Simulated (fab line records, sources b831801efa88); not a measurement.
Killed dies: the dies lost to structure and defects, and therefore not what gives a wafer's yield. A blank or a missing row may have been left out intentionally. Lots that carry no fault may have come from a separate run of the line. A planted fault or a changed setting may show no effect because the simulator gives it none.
fab line records	flow sky130
[record] lots = 10	wafers = 30	last_day = 50
route steps=708 shown CONTACT@431 METAL1@436 PAD_OPEN@708
lots untouched by any fault: they come from a run of this same line in which no faults occurred
start_h: start of the lot's first displayed wafer, in hours after the record's first day	wait_h: hours elapsed since this lot's preceding step	" unchanged from the row above	L1.1+2: a row that stands for several wafers	- no value present, or no start provided	* or withheld: withheld	< > ~ a bound
route shown NAME@n: a module of which the file shows steps, and the number in the route of the first	usual: the fault-free wafers' mean and standard deviation	same: alike in all rows	chamber/n: place in a boat	sites: per-site readings	_std_site: how widely they spread, as a standard deviation	_edge_site: mean of outer sites minus mean of inner sites	radius_mm: for every site, how far away it sits from the centre of the wafer	mask NAME#n: copy n	behind: the tool/chamber that last shaped the wafer	hold: why the lot was held/for how many hours/how that ended	device: names the non-switching transistor (n, p or np)	end of line: the same wafers' tests at the end of the route	a step without rows: its recipe alone	killed: dies lost to structure and defects at the first sort, not the wafer's yield	map: a wafer's dies, x killed, . not, _ none there
set.NAME: the setting the step ran with; set.NAME@STEP: the setting that earlier step ran with	model.NAME: the simulator's own value behind a step, which no gauge read
route steps across a sampled set of lots; one table per step, one row per wafer
services: when a tool's chamber went out of use (start_h, in hours from the record's first day, below 0 if earlier), for how many hours, and the reason
[[steps]]
[step SKY_CONTACT_RS_MEAS_25]
[recipe] thk_meas_gauge = four-point-probe	reads = W_of_CONTACT_CVD_24+TiN_of_CONTACT_SPUTTER_23
[usual] CONTACT_W_RS = 0.340/0.0034
lot.wafer	tool	chamber	start_h	wait_h	CONTACT_W_RS[ohm/sq]
L643.4	film_metro-04	-	736.99	0.1	0.341
L643.5	"	-	"	"	0.343
L643.6	"	-	"	"	0.345
L645.2	film_metro-01	-	746.07	0.1	0.337
L645.3	"	-	"	"	0.339
L645.6	"	-	"	"	0.342
L647.4	film_metro-04	-	773.21	0.1	0.342
L647.5	"	-	"	"	0.338
L647.6	"	-	"	"	0.343
L649.2	film_metro-01	-	796.91	0.1	0.338
L649.3	"	-	"	"	0.337
L649.6	"	-	"	"	0.335
L653.2	film_metro-04	-	829.83	0.1	0.345
L653.3	"	-	"	"	0.345
L653.4	"	-	"	"	0.346
L656.2	film_metro-03	-	847.46	0.1	0.340
L656.3	"	-	"	"	0.344
L656.4	"	-	"	"	0.343
L659.1	film_metro-04	-	854.04	0.1	0.341
L659.2	"	-	"	"	0.335
L659.6	"	-	"	"	0.333
L661.1	film_metro-01	-	873.96	0.1	0.333
L661.2	"	-	"	"	0.335
L661.4	"	-	"	"	0.336
L664.3	film_metro-03	-	897.06	0.1	0.339
L664.5	"	-	"	"	0.341
L664.6	"	-	"	"	0.336
L665.1	film_metro-04	-	915.86	0.1	0.336
L665.3	"	-	"	"	0.333
L665.5	"	-	"	"	0.339
[step SKY_CONTACT_THK_MEAS_26]
[recipe] thk_meas_gauge = xrf	reads = W_of_CONTACT_CVD_24
[usual] CONTACT_W_THK = 346/4.8
lot.wafer	tool	chamber	start_h	wait_h	CONTACT_W_THK[nm]
L643.4	film_metro-04	-	737.08	0.1	348
L643.5	"	-	"	"	346
L643.6	"	-	"	"	342
L645.2	film_metro-01	-	746.18	0.1	346
L645.3	"	-	"	"	344
L645.6	"	-	"	"	340
L647.4	film_metro-04	-	773.30	0.1	346
L647.5	"	-	"	"	350
L647.6	"	-	"	"	345
L649.2	film_metro-01	-	797.02	0.1	344
L649.3	"	-	"	"	347
L649.6	"	-	"	"	348
L653.2	film_metro-04	-	829.94	0.1	345
L653.3	"	-	"	"	347
L653.4	"	-	"	"	342
L656.2	film_metro-03	-	847.57	0.1	348
L656.3	"	-	"	"	344
L656.4	"	-	"	"	347
L659.1	film_metro-04	-	854.16	0.1	349
L659.2	"	-	"	"	353
L659.6	"	-	"	"	358
L661.1	film_metro-01	-	874.08	0.1	349
L661.2	"	-	"	"	349
L661.4	"	-	"	"	344
L664.3	film_metro-03	-	897.16	0.1	349
L664.5	"	-	"	"	349
L664.6	"	-	"	"	351
L665.1	film_metro-04	-	915.98	0.1	350
L665.3	"	-	"	"	354
L665.5	"	-	"	"	347
[step SKY_METAL1_SPUTTER_02]
[recipe] material = AlCu	target_thk_nm = 250	power_w = 10600	time_s = 13.3	chamber_pressure_pa = 0.4
[usual] cathode_dc_power_W = 10600/2.2	throttle_valve_pct = 30.4/1.1
lot.wafer	tool	chamber	start_h	wait_h	cathode_dc_power_W	throttle_valve_pct
L643.4	pvd_sputter-01	-	737.46	0.0	10600	28.7
L643.5	"	-	"	"	10602	30.0
L643.6	"	-	"	"	10598	30.5
L645.2	pvd_sputter-01	-	746.58	0.0	10597	30.6
L645.3	"	-	"	"	10604	29.0
L645.6	"	-	"	"	10602	28.9
L647.4	pvd_sputter-04	-	773.68	0.0	10597	30.1
L647.5	"	-	"	"	10597	31.7
L647.6	"	-	"	"	10601	30.3
L649.2	pvd_sputter-02	-	797.42	0.0	10601	30.4
L649.3	"	-	"	"	10601	29.1
L649.6	"	-	"	"	10600	30.9
L653.2	pvd_sputter-01	-	830.36	0.0	10599	30.3
L653.3	"	-	"	"	10596	30.1
L653.4	"	-	"	"	10598	28.4
L656.2	pvd_sputter-01	-	847.97	0.0	10600	30.3
L656.3	"	-	"	"	10598	28.9
L656.4	"	-	"	"	10602	30.1
L659.1	pvd_sputter-01	-	854.57	0.0	10602	30.0
L659.2	"	-	"	"	10601	28.6
L659.6	"	-	"	"	10597	29.6
L661.1	pvd_sputter-02	-	874.51	0.0	10598	30.6
L661.2	"	-	"	"	10600	30.3
L661.4	"	-	"	"	10600	29.3
L664.3	pvd_sputter-04	-	897.55	0.0	10598	31.6
L664.5	"	-	"	"	10596	32.8
L664.6	"	-	"	"	10600	31.5
L665.1	pvd_sputter-02	-	916.38	0.0	10600	30.5
L665.3	"	-	"	"	10600	31.5
L665.5	"	-	"	"	10601	30.6
[step SKY_METAL1_SPUTTER_03]
[recipe] material = Ti	target_thk_nm = 5	power_w = 3000	time_s = 3.3	chamber_pressure_pa = 0.4
[usual] cathode_dc_power_W = 3000.0/0.55	throttle_valve_pct = 30.4/1.1
lot.wafer	tool	chamber	start_h	wait_h	cathode_dc_power_W	throttle_valve_pct
L643.4	pvd_sputter-01	-	737.48	0.0	2999.8	28.6
L643.5	"	-	"	"	3000.2	30.0
L643.6	"	-	"	"	2999.5	30.4
L645.2	pvd_sputter-01	-	746.60	0.0	2999.7	30.4
L645.3	"	-	"	"	3000.6	28.6
L645.6	"	-	"	"	3000.0	28.6
L647.4	pvd_sputter-04	-	773.70	0.0	3000.5	30.2
L647.5	"	-	"	"	2999.7	31.7
L647.6	"	-	"	"	3000.7	30.2
L649.2	pvd_sputter-02	-	797.44	0.0	3000.1	30.4
L649.3	"	-	"	"	2999.1	29.2
L649.6	"	-	"	"	2999.5	30.8
L653.2	pvd_sputter-01	-	830.39	0.0	2999.5	30.3
L653.3	"	-	"	"	3000.2	29.9
L653.4	"	-	"	"	2999.9	28.8
L656.2	pvd_sputter-01	-	847.99	0.0	3000.0	30.1
L656.3	"	-	"	"	2999.8	28.7
L656.4	"	-	"	"	2999.8	30.4
L659.1	pvd_sputter-01	-	854.60	0.0	2998.8	30.1
L659.2	"	-	"	"	3001.1	28.5
L659.6	"	-	"	"	2999.6	29.5
L661.1	pvd_sputter-02	-	874.53	0.0	3000.1	30.3
L661.2	"	-	"	"	3000.1	30.6
L661.4	"	-	"	"	2999.4	29.3
L664.3	pvd_sputter-04	-	897.57	0.0	2999.9	31.6
L664.5	"	-	"	"	2999.4	32.4
L664.6	"	-	"	"	3000.6	31.7
L665.1	pvd_sputter-02	-	916.41	0.0	3000.5	30.7
L665.3	"	-	"	"	3000.8	31.8
L665.5	"	-	"	"	3000.5	30.5
[step SKY_METAL1_RS_MEAS_05]
[recipe] thk_meas_gauge = four-point-probe	reads = TiN_of_METAL1_SPUTTER_04+Ti_of_METAL1_SPUTTER_03+AlCu_of_METAL1_SPUTTER_02+TiN_of_METAL1_SPUTTER_01+Ti_of_METAL1_SPUTTER_00
[usual] METAL1_ALCU_RS = 0.1273/0.0018
lot.wafer	tool	chamber	start_h	wait_h	METAL1_ALCU_RS[ohm/sq]
L643.4	film_metro-02	-	737.61	0.1	0.1251
L643.5	"	-	"	"	0.1247
L643.6	"	-	"	"	0.1260
L645.2	film_metro-02	-	746.69	0.0	0.1287
L645.3	"	-	"	"	0.1284
L645.6	"	-	"	"	0.1275
L647.4	film_metro-02	-	773.83	0.1	0.1285
L647.5	"	-	"	"	0.1280
L647.6	"	-	"	"	0.1274
L649.2	film_metro-04	-	797.53	0.0	0.1277
L649.3	"	-	"	"	0.1277
L649.6	"	-	"	"	0.1300
L653.2	film_metro-04	-	830.48	0.0	0.1269
L653.3	"	-	"	"	0.1258
L653.4	"	-	"	"	0.1276
L656.2	film_metro-02	-	848.08	0.0	0.1600
L656.3	"	-	"	"	0.1618
L656.4	"	-	"	"	0.1613
L659.1	film_metro-04	-	854.66	0.0	0.1592
L659.2	"	-	"	"	0.1614
L659.6	"	-	"	"	0.1624
L661.1	film_metro-01	-	874.60	0.0	0.1263
L661.2	"	-	"	"	0.1231
L661.4	"	-	"	"	0.1237
L664.3	film_metro-01	-	897.68	0.1	0.1280
L664.5	"	-	"	"	0.1277
L664.6	"	-	"	"	0.1296
L665.1	film_metro-01	-	916.48	0.0	0.1286
L665.3	"	-	"	"	0.1276
L665.5	"	-	"	"	0.1289
[step SKY_METAL1_THK_MEAS_06]
[recipe] thk_meas_gauge = xrf	reads = AlCu_of_METAL1_SPUTTER_02
[usual] METAL1_ALCU_THK = 252/3.8
lot.wafer	tool	chamber	start_h	wait_h	METAL1_ALCU_THK[nm]
L643.4	film_metro-02	-	737.70	0.1	258
L643.5	"	-	"	"	257
L643.6	"	-	"	"	255
L645.2	film_metro-02	-	746.80	0.1	249
L645.3	"	-	"	"	251
L645.6	"	-	"	"	252
L647.4	film_metro-02	-	773.92	0.1	251
L647.5	"	-	"	"	252
L647.6	"	-	"	"	252
L649.2	film_metro-04	-	797.64	0.1	249
L649.3	"	-	"	"	249
L649.6	"	-	"	"	244
L653.2	film_metro-04	-	830.59	0.1	252
L653.3	"	-	"	"	255
L653.4	"	-	"	"	251
L656.2	film_metro-02	-	848.19	0.1	202
L656.3	"	-	"	"	202
L656.4	"	-	"	"	202
L659.1	film_metro-04	-	854.78	0.1	201
L659.2	"	-	"	"	198
L659.6	"	-	"	"	200
L661.1	film_metro-01	-	874.72	0.1	252
L661.2	"	-	"	"	260
L661.4	"	-	"	"	259
L664.3	film_metro-01	-	897.78	0.1	250
L664.5	"	-	"	"	251
L664.6	"	-	"	"	248
L665.1	film_metro-01	-	916.60	0.1	249
L665.3	"	-	"	"	251
L665.5	"	-	"	"	248
[step SKY_METAL1_METAL_ETCH_19]
[recipe] target_depth_a = 3600	stop_on = SiO2	over_etch_frac = 0.3	time_s = 78	chemistry = Cl2/BCl3	resist_sidewall_deg = 88	pressure_mtorr = 10	icp_w = 900	bias_w = 48.5	Cl2_flow_sccm = 60	bcl3_flow_sccm = 30
[usual] bias_w = 48.48/0.15	drypump_motor_current_A = 5.3/0.31	oes_product_au = 0.852/0.0058	throttle_valve_pct = 22.265/0.009
lot.wafer	tool	chamber	start_h	wait_h	bias_w	drypump_motor_current_A	oes_product_au	rf_hours_counter_h	throttle_valve_pct
L643.4	rie_metal-03	1	765.14	0.1	48.44	5.7	0.852	-	22.264
L643.5	"	0	"	"	48.33	5.1	0.852	-	22.266
L643.6	"	1	"	"	48.42	5.7	0.857	-	22.278
L645.2	rie_metal-04	0	774.36	0.0	48.37	5.0	0.859	10	22.271
L645.3	"	0	"	"	48.35	5.0	0.850	-	22.259
L645.6	"	0	"	"	48.40	5.0	0.860	-	22.277
L647.4	rie_metal-04	0	801.39	0.1	48.34	5.0	0.847	-	22.264
L647.5	"	1	"	"	48.54	5.7	0.857	-	22.267
L647.6	"	0	"	"	48.65	5.0	0.854	-	22.263
L649.2	rie_metal-03	1	824.38	0.0	48.74	5.7	0.856	17	22.254
L649.3	"	0	"	"	48.81	5.1	0.849	-	22.272
L649.6	"	1	"	"	48.98	5.7	0.844	-	22.250
L653.2	rie_metal-04	0	856.68	0.0	48.60	5.0	0.853	14	22.252
L653.3	"	0	"	"	48.74	5.0	0.855	-	22.259
L653.4	"	1	"	"	48.69	5.7	0.853	-	22.258
L656.2	rie_metal-03	0	873.91	0.0	48.50	5.1	0.812	13	22.276
L656.3	"	0	"	"	48.43	5.1	0.811	-	22.272
L656.4	"	1	"	"	48.45	5.7	0.815	-	22.269
L659.1	rie_metal-04	1	880.61	0.0	48.54	5.7	0.814	2	22.272
L659.2	"	0	"	"	48.45	5.0	0.809	15	22.283
L659.6	"	1	"	"	48.53	5.7	0.803	-	22.261
L661.1	rie_metal-03	0	900.06	0.0	48.58	5.1	0.861	13	22.280
L661.2	"	1	"	"	48.55	5.7	0.834	2	22.250
L661.4	"	0	"	"	48.47	5.1	0.858	-	22.245
L664.3	rie_metal-04	1	923.26	0.1	48.47	5.7	0.850	-	22.271
L664.5	"	0	"	"	48.64	5.0	0.844	-	22.278
L664.6	"	1	"	"	48.47	5.7	0.849	-	22.273
L665.1	rie_metal-01	0	941.08	0.0	48.45	5.4	0.847	9	22.267
L665.3	"	0	"	"	48.65	5.4	0.854	-	22.252
L665.5	"	1	"	"	48.53	5.1	0.850	-	22.267
[step SKY_PAD_OPEN_PROBE_99]
[usual] defect_limited_yield = 82.6/1.7	killed_at_M0_to_M3 = 42/6.4	killed_at_M4_up = 3.2/1.9	killed_at_contacts = 24/4.8	killed_at_front_end = 16/4.4	killed_at_other = 0.3/0.55	killed_dies = 86/8.6	killed_open = 46/6.6	killed_short = 39/5.7	sort_bin_3_pad_short = 0.8/0.41	sort_bin_5_function = 10.3/1.5	sort_bin_6_memory = 6.3/1	sort_n_pass = 406/8.6	sort_yield_pct = 82.6/1.7
[same] gross_dies = 492	killed_at_back_side = 0	sort_bin_4_leakage[%] = 0	sort_bin_8_speed[%] = 0
lot.wafer	tool	chamber	start_h	wait_h	defect_limited_yield[%]	killed_at_M0_to_M3	killed_at_M4_up	killed_at_contacts	killed_at_front_end	killed_at_other	killed_dies	killed_open	killed_short	sort_bin_3_pad_short[%]	sort_bin_5_function[%]	sort_bin_6_memory[%]	sort_n_pass	sort_yield_pct[%]
L645.2	prober-01	-	1082.83	0.1	80.5	51	5	16	24	0	96	48	48	1.2	11.8	6.5	396	80.5
L645.3	prober-01	-	1082.88	0.2	79.5	42	5	20	34	0	101	54	47	0.4	12.8	7.3	391	79.5
L645.6	prober-01	-	1083.03	0.2	81.5	49	4	19	19	0	91	46	45	0.6	10.6	7.3	401	81.5
L653.2	prober-02	-	1143.83	0.1	83.5	41	3	21	16	0	81	35	46	1.0	8.1	7.3	411	83.5
L653.3	prober-02	-	1143.88	0.2	83.5	38	1	20	22	0	81	47	34	0.4	8.7	7.3	411	83.5
L653.4	prober-02	-	1143.93	0.2	79.7	54	5	29	12	0	100	58	42	1.6	12.2	6.5	392	79.7
L656.2	prober-02	-	1156.33	0.1	83.3	36	4	25	17	0	82	40	41	1.6	9.8	5.3	410	83.3
L656.3	prober-02	-	1156.38	0.2	82.3	48	6	23	10	0	87	42	43	0.4	10.4	6.9	405	82.3
L656.4	prober-02	-	1156.43	0.2	80.3	51	6	20	20	0	97	49	47	0.8	13.0	5.9	395	80.3
L659.1	prober-02	-	1163.08	0.1	84.8	37	0	26	12	0	75	36	39	1.0	9.1	5.1	417	84.8
L659.2	prober-02	-	1163.13	0.1	82.5	41	1	23	20	1	86	50	36	0	11.6	5.9	406	82.5
L659.6	prober-02	-	1163.33	0.2	82.1	42	0	26	20	0	88	48	40	0	11.6	6.3	404	82.1
// killed by level:class
L645.2 VIA1:geometric_particle:open=14 VIA2:geometric_particle:open=11 POLY_GATE:geometric_particle:short=7 FIELD_ISO:geometric_particle:short=6 VIA3:geometric_particle:open=6 METAL4:geometric_particle:short=5 LI_CONTACT:geometric_particle:open=5 METAL1:geometric_particle:short=5
L645.3 VIA1:geometric_particle:open=15 FIELD_ISO:geometric_particle:short=13 FIELD_ISO:geometric_particle:open=10 VIA2:geometric_particle:open=8 POLY_GATE:geometric_particle:open=7 CONTACT:geometric_particle:short=6 VIA1:geometric_particle:short=6 CONTACT:geometric_particle:open=5
L645.6 VIA1:geometric_particle:open=15 VIA1:geometric_particle:short=9 VIA2:geometric_particle:open=9 FIELD_ISO:geometric_particle:open=6 CONTACT:geometric_particle:open=6 CONTACT:geometric_particle:short=6 METAL2:geometric_particle:short=6 FIELD_ISO:geometric_particle:short=4
L653.2 VIA1:geometric_particle:short=7 CONTACT:geometric_particle:open=6 METAL1:geometric_particle:short=6 VIA3:geometric_particle:short=6 POLY_GATE:geometric_particle:short=5 LI_CONTACT:geometric_particle:short=5 LOCAL_INTERCONNECT:geometric_particle:short=5 FIELD_ISO:geometric_particle:open=4
L653.3 VIA1:geometric_particle:open=12 CONTACT:geometric_particle:open=9 FIELD_ISO:geometric_particle:short=6 METAL1:geometric_particle:short=6 LI_CONTACT:geometric_particle:open=6 POLY_GATE:geometric_particle:open=5 METAL2:geometric_particle:short=5 METAL3:geometric_particle:short=5
L653.4 VIA1:geometric_particle:open=13 CONTACT:geometric_particle:open=12 VIA2:geometric_particle:open=11 METAL2:geometric_particle:short=8 LI_CONTACT:geometric_particle:open=7 VIA3:geometric_particle:open=7 METAL1:geometric_particle:short=6 CONTACT:geometric_particle:short=5
L656.2 LI_CONTACT:geometric_particle:open=10 FIELD_ISO:geometric_particle:open=6 FIELD_ISO:geometric_particle:short=6 CONTACT:geometric_particle:open=6 VIA3:geometric_particle:short=6 METAL2:geometric_particle:short=5 VIA2:geometric_particle:open=5 CONTACT:geometric_particle:short=4
L656.3 CONTACT:geometric_particle:open=10 LI_CONTACT:geometric_particle:open=7 METAL1:geometric_particle:short=7 VIA1:geometric_particle:short=6 VIA1:geometric_particle:open=6 METAL2:geometric_particle:short=6 VIA2:geometric_particle:open=6 VIA3:geometric_particle:open=5
L656.4 VIA1:geometric_particle:open=11 CONTACT:geometric_particle:open=11 METAL2:geometric_particle:short=8 METAL1:geometric_particle:short=8 VIA2:geometric_particle:open=6 FIELD_ISO:geometric_particle:short=5 POLY_GATE:geometric_particle:short=5 LI_CONTACT:geometric_particle:open=5
L659.1 METAL1:geometric_particle:short=9 CONTACT:geometric_particle:short=8 VIA1:geometric_particle:open=8 CONTACT:geometric_particle:open=7 LI_CONTACT:geometric_particle:open=5 VIA3:geometric_particle:open=5 FIELD_ISO:geometric_particle:open=4 VIA2:geometric_particle:short=4
L659.2 VIA1:geometric_particle:open=10 CONTACT:geometric_particle:open=10 VIA3:geometric_particle:open=7 VIA2:geometric_particle:open=6 FIELD_ISO:geometric_particle:short=5 LI_CONTACT:geometric_particle:open=5 METAL1:geometric_particle:short=5 FIELD_ISO:geometric_particle:open=4
L659.6 VIA1:geometric_particle:open=13 CONTACT:geometric_particle:open=10 VIA1:geometric_particle:short=8 LI_CONTACT:geometric_particle:open=7 VIA2:geometric_particle:open=6 FIELD_ISO:geometric_particle:short=5 FIELD_ISO:geometric_particle:open=5 LOCAL_INTERCONNECT:geometric_particle:short=5
[[services]]
tool	chamber	start_h	hours	kind
pvd_sputter-04	-	733.63	2.4	repair
pvd_sputter-04	-	745.15	0.5	repair
pvd_sputter-02	-	748.00	1.4	repair
rie_metal-03	0	752.81	3.8	repair
pvd_sputter-01	0	754.10	-	consumable_replace:kit
pvd_sputter-01	0	754.10	18.0	scheduled_down
pvd_sputter-01	0	754.10	18.0	vent_cycle
rie_metal-01	0	765.88	4.6	repair
rie_metal-03	0	768.88	11.3	repair
pvd_sputter-04	0	792.48	-	consumable_replace:kit
pvd_sputter-04	0	792.48	18.0	scheduled_down
rie_metal-04	1	818.27	-	clean
rie_metal-04	1	818.27	11.3	scheduled_down
rie_metal-04	1	818.27	11.3	vent_cycle
rie_metal-01	0	873.71	8.3	repair
rie_metal-01	0	892.26	5.2	repair
rie_metal-03	-	901.08	0.5	repair
pvd_sputter-04	-	909.72	5.0	repair
pvd_sputter-01	3	922.56	-	consumable_replace:kit
pvd_sputter-01	3	922.56	18.0	scheduled_down
pvd_sputter-01	3	922.56	18.0	vent_cycle
pvd_sputter-01	-	923.22	5.2	repair
rie_metal-04	-	930.37	0.8	repair
rie_metal-03	0	933.68	112.1	repair
[[key]]
[first_sign] step = SKY_METAL1_RS_MEAS_05	reading = METAL1_ALCU_RS	direction = up	sigmas = 19	usual = 0.1273	struck = 0.1610
[effect] step = SKY_METAL1_THK_MEAS_06	reading = METAL1_ALCU_THK	direction = down	sigmas = 13	usual = 252	struck = 201
[effect] step = SKY_METAL1_METAL_ETCH_19	reading = oes_product_au	direction = down	sigmas = 7.1	usual = 0.852	struck = 0.811
met_at SKY_METAL1_SPUTTER_02
struck_lots L656,L659
not_acting_at SKY_CONTACT_RS_MEAS_25,SKY_CONTACT_THK_MEAS_26,SKY_METAL1_SPUTTER_03
onset_between 830.36 847.97
[fault] kind = process_parameter_drift	tool = pvd_sputter-01	chamber = -	onset_h = 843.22	steps = SKY_METAL1_SPUTTER_02	channel = time_s	offset = *	shape = step	end_h = 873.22	acts_in = *	stated = *
